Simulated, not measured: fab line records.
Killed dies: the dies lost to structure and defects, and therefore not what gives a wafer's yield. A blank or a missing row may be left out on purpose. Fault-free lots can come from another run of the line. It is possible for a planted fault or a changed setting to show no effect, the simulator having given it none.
The tool behind it: which one?	flow gf180mcu	36 wafers from 12 lots sampled at 3 of the route's 602 steps

== WHAT THE GAUGES READ, wafer by wafer ==
GF_V2_RS_MEAS_24: uses a four-point probe to measure.
lot	measured	on	V2_W_RS (ohm/sq)
L368	day 21 23:49	filmMetro-03	0.330 0.330 0.331
L370	day 22 07:02	filmMetro-03	0.325 0.329 0.330
L371	day 22 16:46	filmMetro-04	0.323 0.321 0.326
L377	day 24 17:08	filmMetro-01	0.327 0.328 0.329
L378	day 24 23:07	filmMetro-01	0.332 0.328 0.330
L379	day 25 10:00	filmMetro-03	0.334 0.333 0.331
L380	day 25 18:47	filmMetro-04	0.333 0.330 0.332
L381	day 25 23:12	filmMetro-01	0.333 0.334 0.338
L382	day 26 06:04	filmMetro-01	0.328 0.329 0.327
L383	day 26 15:26	filmMetro-03	0.329 0.324 0.328
L387	day 27 15:43	filmMetro-01	0.332 0.333 0.330
L388	day 28 00:24	filmMetro-04	0.330 0.331 0.329

GF_M4_RS_MEAS_05: uses a four-point probe to measure.
lot	measured	on	M4_ALCU_RS (ohm/sq)
L368	day 24 01:58	filmMetro-02	0.0704 0.0707 0.0708
L370	day 24 07:37	filmMetro-02	0.0705 0.0699 0.0699
L371	day 24 16:44	filmMetro-02	0.0707 0.0713 0.0711
L377	day 26 15:20	filmMetro-02	0.0692 0.0690 0.0691
L378	day 26 20:54	filmMetro-02	0.0703 0.0695 0.0695
L379	day 27 06:54	filmMetro-02	0.0686 0.0687 0.0685
L380	day 27 15:32	filmMetro-02	0.0708 0.0708 0.0704
L381	day 27 20:02	filmMetro-01	0.0685 0.0684 0.0689
L382	day 28 02:30	filmMetro-04	0.0693 0.0693 0.0698
L383	day 28 11:53	filmMetro-01	0.0703 0.0702 0.0694
L387	day 29 11:16	filmMetro-02	0.0693 0.0700 0.0689
L388	day 29 18:41	filmMetro-01	0.0705 0.0702 0.0708

== EACH LOT AND THE TOOL THAT RAN IT (in order: tool; ch and the chambers of the sampled wafers; start) ==
lot	GF_M4_SPUTTER_00
L368	pvdSputter-01, day 24 01:41
L370	pvdSputter-01, day 24 07:22
L371	pvdSputter-04, day 24 16:30
L377	pvdSputter-03, day 26 15:05
L378	pvdSputter-03, day 26 20:41
L379	pvdSputter-03, day 27 06:41
L380	pvdSputter-04, day 27 15:17
L381	pvdSputter-03, day 27 19:49
L382	pvdSputter-03, day 28 02:16
L383	pvdSputter-01, day 28 11:37
L387	pvdSputter-01, day 29 11:01
L388	pvdSputter-04, day 29 18:28
- GF_M4_SPUTTER_00: material Ti, target thk 37.5 nm, time 150 s.

== WHAT THE TOOLS THEMSELVES READ (means of the sampled wafers that have a number; where no wafer has one, the mark that the record gives instead) ==
GF_M4_SPUTTER_00.
lot	tool	cathodeDcPowerW (W)	chamberPressurePa (Pa)	substrateTempC (C)	throttleValvePct (%)
L368	pvdSputter-01	3999.5	2.002	200.06	30.3
L370	pvdSputter-01	4000.7	2.001	200.00	29.6
L371	pvdSputter-04	4000.8	1.999	200.07	29.6
L377	pvdSputter-03	4000.2	1.998	200.00	30.7
L378	pvdSputter-03	3999.4	2.000	199.94	29.8
L379	pvdSputter-03	3999.4	2.002	199.90	30.2
L380	pvdSputter-04	3999.8	1.999	199.97	29.6
L381	pvdSputter-03	4000.4	2.000	199.97	30.4
L382	pvdSputter-03	4000.2	1.999	199.89	30.3
L383	pvdSputter-01	4000.1	1.996	200.18	29.6
L387	pvdSputter-01	3999.7	1.996	199.93	29.8
L388	pvdSputter-04	3999.6	2.001	199.89	29.1

== THE ANSWER, worked out from the rows above alone ==
Rule: what is usual is taken from the lots themselves. The widest of any qualifying gaps counts: lots, ordered by their means at a reading, are off when they make up no more than a third of the lots, leave a main group of 4 or more, and stand apart from it by 3 or more times the standard deviation of that group's means. A main group is skipped when, at the precision printed for the reading in the tables above, its means are all equal. Also off: a lot with no number at a reading for which 4 or more lots have one. Any other lot the step has rows for is counted as sound. First the gauges in route order, then the tools' own readings, where a lot's mean is used as printed above. At the first step where some lot is off, the reading lying furthest off is the one used; lots without a number count as furthest.
Across all readings shown, no lot is off: no conclusion can be drawn from this.

== WHAT WAS PUT IN BY THE SIMULATOR ==
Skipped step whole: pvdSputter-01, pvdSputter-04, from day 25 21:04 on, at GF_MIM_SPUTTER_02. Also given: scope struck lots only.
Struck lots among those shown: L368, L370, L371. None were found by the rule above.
